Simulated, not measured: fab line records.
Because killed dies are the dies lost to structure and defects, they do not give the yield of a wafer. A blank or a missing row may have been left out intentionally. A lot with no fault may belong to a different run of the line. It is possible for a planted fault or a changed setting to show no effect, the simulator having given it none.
fab line records    flow sky130
record lots=6  wafers=18  last_day=49
route steps=708 shown LI_CONTACT@371
lots that met no fault: from a run of the same line without faults
start_h: hours from the record's first day to the start of the lot's first wafer shown    wait_h: how many hours have passed since the lot's step before this one    " repeats the value in the row above    L1.1+2: one row covering several wafers at once    - either no value or no given start    * or withheld: withheld    < > ~ a bound
route shown NAME@n: NAME is a module with steps in the file, n the number in the route of the first one    usual: mean and standard deviation over wafers with no fault    same: alike in all rows    chamber/n: place in a boat    sites: each site's reading    _std_site: standard deviation of those values    _edge_site: mean of outer sites minus mean of inner sites    radius_mm: for every site, how far away it sits from the centre of the wafer    mask NAME#n: copy n    behind: tool/chamber where the wafer was last shaped    hold: why the lot was held/for how many hours/how that ended    device: transistor that didn't switch, given as n, p or np    end of line: at the end of the route, the tests of the same wafers    a step given without rows: its recipe and nothing more    killed: at the first sort, the dies lost to defects and structure; wafer yield is something else    map: per-die view of a wafer (x killed, . not killed, _ where there is no die)
set.NAME: the setting the step ran with; set.NAME@STEP: the setting that earlier step ran with    model.NAME: the simulator's own value behind a step, which no gauge read
lots at selected steps of the route; one table per step, one row per wafer
services: a tool's chamber out of use, with start hour (start_h, from the record's first day; less than 0 if before it), hours out, and reason
## steps
# step SKY_LI_CONTACT_EXPOSE_09
# recipe mask_id=LICM1  na=0.8  source_shape=annular  sigma_inner=0.55  sigma_outer=0.85  target_cd_nm=170  dose_mj=38
# step SKY_LI_CONTACT_PEB_10
# recipe peb_temp_c=withheld  peb_time_s=withheld  resist=KrF-thick
# step SKY_LI_CONTACT_DEVELOP_11
# recipe develop_time_s=60  resist=KrF-thick  dev_temp_c=21
# step SKY_LI_CONTACT_CD_MEAS_12
# recipe target_cd_nm=170
# usual cd_nm=170.0/1.4
lot.wafer  tool       chamber  start_h  wait_h  cd_nm
L910.1     cd_sem-02  -        695.88   -       170.5
L910.2     "          -        "        "       172.8
L910.5     "          -        "        "       172.4
L909.3     cd_sem-02  -        700.02   -       172.8
L909.5     "          -        "        "       172.9
L909.6     "          -        "        "       172.7
L915.2     cd_sem-02  -        730.71   -       169.5
L915.4     "          -        "        "       171.4
L915.6     "          -        "        "       170.4
L921.1     cd_sem-02  -        767.69   -       169.6
L921.2     "          -        "        "       170.0
L921.5     "          -        "        "       169.3
L925.1     cd_sem-02  -        803.27   -       170.1
L925.2     "          -        "        "       170.5
L925.5     "          -        "        "       169.9
L926.2     cd_sem-01  -        811.62   -       170.9
L926.3     "          -        "        "       171.2
L926.6     "          -        "        "       172.0
# step SKY_LI_CONTACT_OVL_MEAS_13
# usual LI_CONTACT_OVL=2/5.9
lot.wafer  tool        chamber  start_h  wait_h  LI_CONTACT_OVL[nm]
L910.1     overlay-01  -        696.00   0.1     12
L910.2     "           -        "        "       8
L910.5     "           -        "        "       3
L909.3     overlay-02  -        700.12   0.1     5
L909.5     "           -        "        "       -3
L909.6     "           -        "        "       -2
L915.2     overlay-01  -        730.81   0.1     -5
L915.4     "           -        "        "       -3
L915.6     "           -        "        "       -4
L921.1     overlay-02  -        767.81   0.1     -3
L921.2     "           -        "        "       1
L921.5     "           -        "        "       5
L925.1     overlay-01  -        803.39   0.1     1
L925.2     "           -        "        "       -5
L925.5     "           -        "        "       1
L926.2     overlay-01  -        811.73   0.1     -9
L926.3     "           -        "        "       2
L926.6     "           -        "        "       -8
# step SKY_LI_CONTACT_ETCH_14
# recipe chemistry=N2/H2  target=BARC  ion_energy_ev=200  source_w=500  bias_w=100  pressure_mtorr=30  n2_flow_sccm=100  h2_flow_sccm=200  stop_on=SiO2  time_s=45.9  target_depth_a=600
# usual bias_w=99.96/0.3  drypump_motor_current_A=5.7/0.39  oes_product_au=0.853/0.0048  throttle_valve_pct=13.224/0.0088
lot.wafer  tool         chamber  start_h  wait_h  bias_w  drypump_motor_current_A  oes_product_au  rf_hours_counter_h  throttle_valve_pct
L910.1     rie_diel-04  0        696.04   0.0     99.94   5.1                      0.860           16                  13.223
L910.2     "            2        "        "       100.32  6.2                      0.847           2                   13.232
L910.5     "            2        "        "       100.46  6.3                      0.854           -                   13.225
L909.3     rie_diel-01  3        700.14   0.0     100.36  5.7                      0.854           5                   13.240
L909.5     "            3        "        "       99.41   5.7                      0.852           -                   13.226
L909.6     "            2        "        "       99.81   6.2                      0.852           -                   13.216
L915.2     rie_diel-02  1        730.84   0.0     100.15  5.7                      0.852           14                  13.223
L915.4     "            1        "        "       100.03  5.7                      0.859           -                   13.221
L915.6     "            3        "        "       100.49  5.3                      0.857           -                   13.211
L921.1     rie_diel-04  3        767.84   0.0     99.93   6.1                      0.856           2                   13.216
L921.2     "            0        "        "       99.72   5.1                      0.851           18                  13.231
L921.5     "            3        "        "       99.44   6.1                      0.864           -                   13.227
L925.1     rie_diel-01  1        803.43   0.0     99.59   5.1                      0.857           9                   13.232
L925.2     "            3        "        "       100.15  5.7                      0.858           8                   13.218
L925.5     "            0        "        "       99.64   5.5                      0.849           -                   13.240
L926.2     rie_diel-04  0        811.76   0.0     100.11  5.1                      0.855           19                  13.226
L926.3     "            1        "        "       99.62   5.6                      0.855           9                   13.228
L926.6     "            3        "        "       99.71   6.1                      0.857           -                   13.212
# step SKY_LI_CONTACT_ETCH_15
# recipe target=PSG  chemistry=C4F8/O2/Ar  stop_on=Si  taper_deg=4.15  mask_material=KrF-thick  source_w=1500  bias_w=1200  pressure_mtorr=40  c4f8_flow_sccm=withheld  O2_flow_sccm=6  Ar_flow_sccm=300  time_s=withheld  target_depth_a=6000
# usual bias_w=1200/3.2  oes_product_au=0.837/0.0049
lot.wafer  tool         chamber  start_h  wait_h  bias_w  oes_product_au
L910.1     rie_diel-04  0        696.08   0.0     1196    0.837
L910.2     "            2        "        "       1206    0.827
L910.5     "            2        "        "       1205    0.833
L909.3     rie_diel-01  3        700.18   0.0     1201    0.840
L909.5     "            3        "        "       1202    0.835
L909.6     "            2        "        "       1199    0.837
L915.2     rie_diel-02  1        730.88   0.0     1193    0.842
L915.4     "            1        "        "       1197    0.837
L915.6     "            3        "        "       1204    0.837
L921.1     rie_diel-04  3        767.88   0.0     1206    0.835
L921.2     "            0        "        "       1198    0.834
L921.5     "            3        "        "       1204    0.837
L925.1     rie_diel-01  1        803.47   0.0     1198    0.847
L925.2     "            3        "        "       1199    0.828
L925.5     "            0        "        "       1202    0.842
L926.2     rie_diel-04  0        811.80   0.0     1199    0.839
L926.3     "            1        "        "       1203    0.846
L926.6     "            3        "        "       1203    0.839
# step SKY_LI_CONTACT_STRIP_16
# recipe chemistry=O2/N2  power_w=1400  pressure_mtorr=1500  platen_temp_c=withheld  o2_flow_sccm=3000  n2_flow_sccm=300  overash_fraction=0.5
# usual drypump_motor_current_A=5.7/0.35  o2_flow_sccm=2998/9  oes_product_au=0.376/0.0046  strip_time_to_endpoint_s=3.490/0.023
lot.wafer  tool             chamber  start_h  wait_h  drypump_motor_current_A  o2_flow_sccm  oes_product_au  rf_hours_counter_h  strip_time_to_endpoint_s
L910.1     plasma_asher-01  1        696.17   -       5.9                      3001          0.377           95                  3.513
L910.2     "                0        "        "       5.7                      3000          0.380           95                  3.493
L910.5     "                0        "        "       5.7                      2991          0.379           -                   3.507
L909.3     plasma_asher-03  0        700.30   -       6.2                      3006          0.377           -                   3.521
L909.5     "                1        "        "       5.2                      3007          0.385           -                   3.518
L909.6     "                0        "        "       6.2                      2991          0.370           -                   3.501
L915.2     plasma_asher-03  0        730.97   -       6.2                      2993          0.374           94                  3.536
L915.4     "                0        "        "       6.2                      3005          0.379           -                   3.508
L915.6     "                1        "        "       5.2                      3018          0.377           -                   3.510
L921.1     plasma_asher-01  0        767.97   -       5.7                      3003          0.371           3                   3.503
L921.2     "                1        "        "       5.9                      2989          0.370           3                   3.504
L921.5     "                0        "        "       5.7                      2991          0.378           -                   3.496
L925.1     plasma_asher-04  0        803.56   -       5.7                      2989          0.382           37                  3.460
L925.2     "                1        "        "       5.8                      2988          0.380           37                  3.498
L925.5     "                1        "        "       5.7                      2994          0.378           -                   3.463
L926.2     plasma_asher-01  0        811.89   -       5.7                      3000          0.376           7                   3.524
L926.3     "                1        "        "       5.9                      2994          0.378           -                   3.498
L926.6     "                1        "        "       5.9                      2990          0.373           -                   3.483
# step SKY_LI_CONTACT_CLEAN_17
# recipe chemistry=NMP  time_s=600  temp_c=60  dry=n2_spin
# step SKY_LI_CONTACT_PRE_CLEAN_18
# recipe gas=Ar  time_s=5.6  bias_v=358
# step SKY_LI_CONTACT_SPUTTER_19
# recipe material=Ti  target_thk_nm=20  chamber_pressure_pa=5  power_w=2500  substrate_temp_c=200  time_s=106.37
# usual throttle_valve_pct=30.1/1.1
lot.wafer  tool            chamber  start_h  wait_h  throttle_valve_pct
L910.1     pvd_sputter-01  -        696.46   0.0     31.2
L910.2     "               -        "        "       29.1
L910.5     "               -        "        "       31.3
L909.3     pvd_sputter-04  -        700.56   0.0     30.7
L909.5     "               -        "        "       29.3
L909.6     "               -        "        "       30.7
L915.2     pvd_sputter-04  -        731.26   0.0     30.7
L915.4     "               -        "        "       29.2
L915.6     "               -        "        "       30.8
L921.1     pvd_sputter-01  -        768.26   0.0     31.2
L921.2     "               -        "        "       31.5
L921.5     "               -        "        "       31.4
L925.1     pvd_sputter-02  -        803.87   0.0     31.7
L925.2     "               -        "        "       29.0
L925.5     "               -        "        "       28.6
L926.2     pvd_sputter-01  -        812.20   0.0     29.0
L926.3     "               -        "        "       28.9
L926.6     "               -        "        "       29.1
# step SKY_LI_CONTACT_SPUTTER_20
# recipe material=TiN  target_thk_nm=20  chamber_pressure_pa=5  power_w=4000  time_s=80
# usual throttle_valve_pct=30.0/1.1
lot.wafer  tool            chamber  start_h  wait_h  throttle_valve_pct
L910.1     pvd_sputter-01  -        696.54   0.0     31.3
L910.2     "               -        "        "       28.9
L910.5     "               -        "        "       31.4
L909.3     pvd_sputter-04  -        700.64   0.0     30.7
L909.5     "               -        "        "       29.4
L909.6     "               -        "        "       31.2
L915.2     pvd_sputter-04  -        731.34   0.0     30.9
L915.4     "               -        "        "       29.3
L915.6     "               -        "        "       30.9
L921.1     pvd_sputter-01  -        768.34   0.0     30.8
L921.2     "               -        "        "       31.6
L921.5     "               -        "        "       31.0
L925.1     pvd_sputter-02  -        803.94   0.0     31.8
L925.2     "               -        "        "       28.7
L925.5     "               -        "        "       28.7
L926.2     pvd_sputter-01  -        812.27   0.0     29.2
L926.3     "               -        "        "       29.1
L926.6     "               -        "        "       28.8
# step SKY_LI_CONTACT_CVD_21
# recipe material=W  target_thk_nm=400  time_s=120.56  temp_c=400  pressure_torr=40
# usual heater_power_w=869/100  susceptor_temp_C=399.96/0.24
lot.wafer  tool      chamber  start_h  wait_h  heater_power_w  susceptor_temp_C  model.W_of_LI_CONTACT_CVD_21.thk_nm
L910.1     cvd_w-01  1        696.60   0.0     657             400.21            405.9
L910.2     "         0        "        "       830             399.95            403.3
L910.5     "         1        "        "       663             400.19            408.8
L909.3     cvd_w-02  0        700.78   0.1     934             399.87            398.3
L909.5     "         0        "        "       936             399.75            400.8
L909.6     "         0        "        "       936             400.05            395.3
L915.2     cvd_w-02  1        731.40   0.0     920             400.00            397.1
L915.4     "         1        "        "       930             400.06            393.8
L915.6     "         1        "        "       928             400.41            399.5
L921.1     cvd_w-02  1        768.40   0.0     929             399.70            407.1
L921.2     "         0        "        "       915             399.84            404.6
L921.5     "         1        "        "       900             399.70            405.3
L925.1     cvd_w-02  1        804.01   0.0     913             398.21            379.5
L925.2     "         0        "        "       913             397.56            379.2
L925.5     "         1        "        "       924             398.46            376.2
L926.2     cvd_w-02  1        812.33   0.0     914             397.78            385.3
L926.3     "         1        "        "       944             397.45            381.6
L926.6     "         1        "        "       916             397.69            384.4
# step SKY_LI_CONTACT_RS_MEAS_22
# recipe thk_meas_gauge=four-point-probe  reads=W_of_LI_CONTACT_CVD_21+TiN_of_LI_CONTACT_SPUTTER_20+Ti_of_LI_CONTACT_SPUTTER_19
# usual LI_CONTACT_W_RS=0.2846/0.0029
lot.wafer  tool           chamber  start_h  wait_h  LI_CONTACT_W_RS[ohm/sq]
L910.1     film_metro-01  -        696.72   0.1     0.2805
L910.2     "              -        "        "       0.2823
L910.5     "              -        "        "       0.2783
L909.3     film_metro-03  -        700.99   0.2     0.2857
L909.5     "              -        "        "       0.2841
L909.6     "              -        "        "       0.2884
L915.2     film_metro-04  -        731.55   0.1     0.2873
L915.4     "              -        "        "       0.2884
L915.6     "              -        "        "       0.2842
L921.1     film_metro-03  -        768.53   0.1     0.2791
L921.2     "              -        "        "       0.2816
L921.5     "              -        "        "       0.2807
L925.1     film_metro-04  -        804.13   0.1     0.2997
L925.2     "              -        "        "       0.3003
L925.5     "              -        "        "       0.3026
L926.2     film_metro-04  -        812.48   0.1     0.2952
L926.3     "              -        "        "       0.2984
L926.6     "              -        "        "       0.2962
# step SKY_LI_CONTACT_THK_MEAS_23
# recipe thk_meas_gauge=xrf  reads=W_of_LI_CONTACT_CVD_21
# usual LI_CONTACT_W_THK=422/7
lot.wafer  tool           chamber  start_h  wait_h  LI_CONTACT_W_THK[nm]
L910.1     film_metro-01  -        696.84   0.1     433
L910.2     "              -        "        "       428
L910.5     "              -        "        "       432
L909.3     film_metro-03  -        701.09   0.1     416
L909.5     "              -        "        "       417
L909.6     "              -        "        "       412
L915.2     film_metro-04  -        731.66   0.1     424
L915.4     "              -        "        "       419
L915.6     "              -        "        "       426
L921.1     film_metro-03  -        768.65   0.1     424
L921.2     "              -        "        "       419
L921.5     "              -        "        "       420
L925.1     film_metro-04  -        804.25   0.1     404
L925.2     "              -        "        "       407
L925.5     "              -        "        "       399
L926.2     film_metro-04  -        812.59   0.1     410
L926.3     "              -        "        "       408
L926.6     "              -        "        "       411
## services
tool             chamber  start_h  hours  kind
cvd_w-02         1        689.89   11.8   repair
rie_diel-02      0        693.86   7.1    repair
rie_diel-02      2        697.79   2.1    repair
pvd_sputter-02   -        710.60   5.0    repair
rie_diel-04      3        716.22   3.0    repair
cvd_w-01         -        716.29   6.9    pm
rie_diel-02      2        719.87   12.0   repair
rie_diel-02      3        732.72   -      clean
plasma_asher-01  -        733.75   9.0    pm
plasma_asher-01  0        733.75   9.0    vent_cycle
plasma_asher-01  1        733.75   9.0    vent_cycle
pvd_sputter-04   3        735.86   -      consumable_replace:kit
pvd_sputter-04   3        735.86   18.0   scheduled_down
pvd_sputter-04   3        735.86   18.0   vent_cycle
rie_diel-01      2        737.68   3.0    repair
plasma_asher-04  -        740.30   0.8    repair
plasma_asher-01  0        742.75   -      clean
plasma_asher-01  1        742.75   -      clean
rie_diel-01      -        747.33   0.3    repair
rie_diel-01      -        763.05   0.5    repair
rie_diel-04      1        799.18   4.8    repair
cvd_w-01         -        803.52   1.1    repair
rie_diel-04      2        808.28   3.8    repair
rie_diel-01      -        808.38   2.8    pm
## key
first_sign step=SKY_LI_CONTACT_CVD_21  reading=susceptor_temp_C  direction=down  sigmas=8.9  usual=*  struck=*
effect step=SKY_LI_CONTACT_RS_MEAS_22  reading=LI_CONTACT_W_RS  direction=up  sigmas=4.9  usual=0.2846  struck=0.2987
effect step=SKY_LI_CONTACT_THK_MEAS_23  reading=LI_CONTACT_W_THK  direction=down  sigmas=2.1  usual=422  struck=407
model_effect step=SKY_LI_CONTACT_CVD_21  value=W_of_LI_CONTACT_CVD_21.thk_nm  without=396.3  struck=381
met_at SKY_LI_CONTACT_CVD_21
struck_wafers L925.1,L925.2,L925.5,L926.2,L926.3,L926.6
tester_left_out L925,L926
onset_between 768.40 804.01
fault kind=process_parameter_drift  tool=cvd_w-02  chamber=-  onset_h=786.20  steps=SKY_LI_CONTACT_CVD_21  channel=temp_c  offset=*  shape=step  end_h=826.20  acts_in=*  stated=*
# tester_left_out: of these lots the tester's yield and bins aren't shown, on N5 and GAA mostly nor the transistor test; their killed dies are dies lost to structure and defects alone, not to doping, threshold or leakage, so they don't give the yield
